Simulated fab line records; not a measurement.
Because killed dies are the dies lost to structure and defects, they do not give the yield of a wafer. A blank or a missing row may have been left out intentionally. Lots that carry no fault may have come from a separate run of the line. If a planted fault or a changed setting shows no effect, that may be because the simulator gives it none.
2 desks, one fault	flow gf180mcu	each desk has only its own numbers; what lay behind them comes last

THE TOOL OWNER'S DESK: pvd-sputter-02
At GF_MIM_SPUTTER_04 (material TiN, target thk 50 nm, time 41.7 s) the tool's own readings: per lot run on this tool, the mean of the sampled wafers that have a number. Any lot whose mean is over 4 standard deviations away from the usual mean is out of limits and marked OUT; that distance is given in the brackets.
Columns: A = chamber-pressure-pa at GF_MIM_SPUTTER_04, usual 0.4000 Pa; B = throttle-valve-pct at GF_MIM_SPUTTER_04, usual 30.1 %
lot	first seen here	A	B
L875	day 24 12:17	0.3999	29.5
L881	day 26 13:55	0.4007	28.9
L883	day 27 04:40	0.3075 (-99 or more) OUT	33.6 (+4.1) OUT
L884	day 27 11:16	0.3080 (-99 or more) OUT	33.7 (+4.3) OUT
L895	day 30 12:25	0.3998	29.8
L898	day 31 13:51	0.4002	29.3
This desk finds L883, L884 out of limits, L883 being first, at day 27 04:40 (chamber-pressure-pa at GF_MIM_SPUTTER_04). In limits: L875, L881, L895, L898.

FROM THE METROLOGY DESK
Lot by lot, what the gauges showed, no matter which tool ran the lot: averages of those sampled wafers that carry a number. Any lot whose mean is over 4 standard deviations away from the usual mean is out of limits and marked OUT; that distance is given in the brackets.
Columns: A = V4_W_RS at GF_V4_RS_MEAS_24, usual 0.326 ohm/sq
lot	first seen here	A
L875	day 24 11:38	0.326
L876	day 24 18:20	0.323
L877	day 25 02:13	0.327
L880	day 26 05:11	0.327
L881	day 26 13:16	0.329
L883	day 27 04:01	0.331
L884	day 27 10:38	0.323
L893	day 30 03:24	0.328
L894	day 30 08:13	0.323
L895	day 30 11:45	0.323
L896	day 30 20:24	0.322
L897	day 31 02:49	0.328
L898	day 31 13:11	0.326
Finding of this desk: none of the 13 lots has anything out of limits.

TAKEN TOGETHER
At day 27 04:40, on L883, L884, the tool owner's desk was in a position to raise an alarm.
Nothing out of limits was seen by the metrology desk.
The metrology desk has L883, L884 on record, within its limits.
Of the lots named, all ran GF_MIM_SPUTTER_04 on pvd-sputter-02.

WHAT THE SIMULATOR PUT IN
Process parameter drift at GF_MIM_SPUTTER_04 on pvd-sputter-02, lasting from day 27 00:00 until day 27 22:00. Setting chamber-pressure-pa shifted by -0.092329 from 0.4. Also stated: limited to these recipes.
Struck lots among those shown: L883, L884.
Time in hours from fault onset to the first out-of-limits reading at each desk: the tool owner's desk, 5.
